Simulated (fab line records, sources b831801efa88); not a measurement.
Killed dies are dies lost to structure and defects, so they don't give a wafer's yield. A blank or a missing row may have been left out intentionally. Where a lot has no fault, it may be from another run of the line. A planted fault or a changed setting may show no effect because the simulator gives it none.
Which tool is to blame?    flow gf180mcu    13 lots (39 wafers sampled), 1 step of a 602-step route

== WHAT THE GAUGES READ, wafer by wafer ==
GF_LVPWELL_OVL_MEAS_07.
lot   measured     on          LVPWELL_OVL (nm)
L671  day 4 05:48  overlay-01  -1.7 -1.3 0.3
L672  day 4 11:46  overlay-02  2.5 1.6 1.0
L674  day 4 22:50  overlay-01  0.6 1.4 0.9
L676  day 5 12:11  overlay-02  2.3 1.6 2.3
L679  day 6 05:29  overlay-02  0.2 0.4 0.7
L680  day 6 11:08  overlay-02  2.3 0.9 0.2
L681  day 6 15:14  overlay-02  1.2 0.6 0.3
L685  day 7 15:47  overlay-01  2.2 0.4 0.4
L687  day 8 01:30  overlay-02  -1.3 -0.5 -1.6
L688  day 8 06:43  overlay-02  1.9 2.0 2.2
L690  day 8 17:31  overlay-01  -0.7 0.2 -1.0
L691  day 8 23:12  overlay-02  0.1 2.5 1.2
L692  day 9 05:25  overlay-02  0.7 3.1 1.3

== TOOL THAT RAN EACH LOT (tool first, then ch and the chambers of the sampled wafers, then the start) ==
No process step before these readings appears in the record.

== WHAT THE TOOLS THEMSELVES READ (means of the sampled wafers that have a number; where no wafer has one, the mark that the record gives instead) ==
The record holds no such reading with a usual standard deviation.

== THE ANSWER, worked out from the rows above alone ==
Rule: the usual values come from the lots themselves. Put in order of their means at a reading, lots are off if they are a third of the lots or fewer, leave a main group of 4 or more, and stand apart from it by a gap of 3 or more times the standard deviation of the main group's means; of several such gaps the widest counts. The tables above print the reading to a certain number of digits; a main group whose means all agree to those digits is not used. Also off: a lot with no number at a reading for which 4 or more lots have one. All remaining lots with rows at the step are treated as sound. First the gauges in route order, then the tools' own readings, where a lot's mean is used as printed above. At the first step where some lot is off, the reading lying furthest off is the one used; lots without a number count as furthest.
None of the lots is off at any reading shown; this tells nothing.

== WHAT WAS PUT IN BY THE SIMULATOR ==
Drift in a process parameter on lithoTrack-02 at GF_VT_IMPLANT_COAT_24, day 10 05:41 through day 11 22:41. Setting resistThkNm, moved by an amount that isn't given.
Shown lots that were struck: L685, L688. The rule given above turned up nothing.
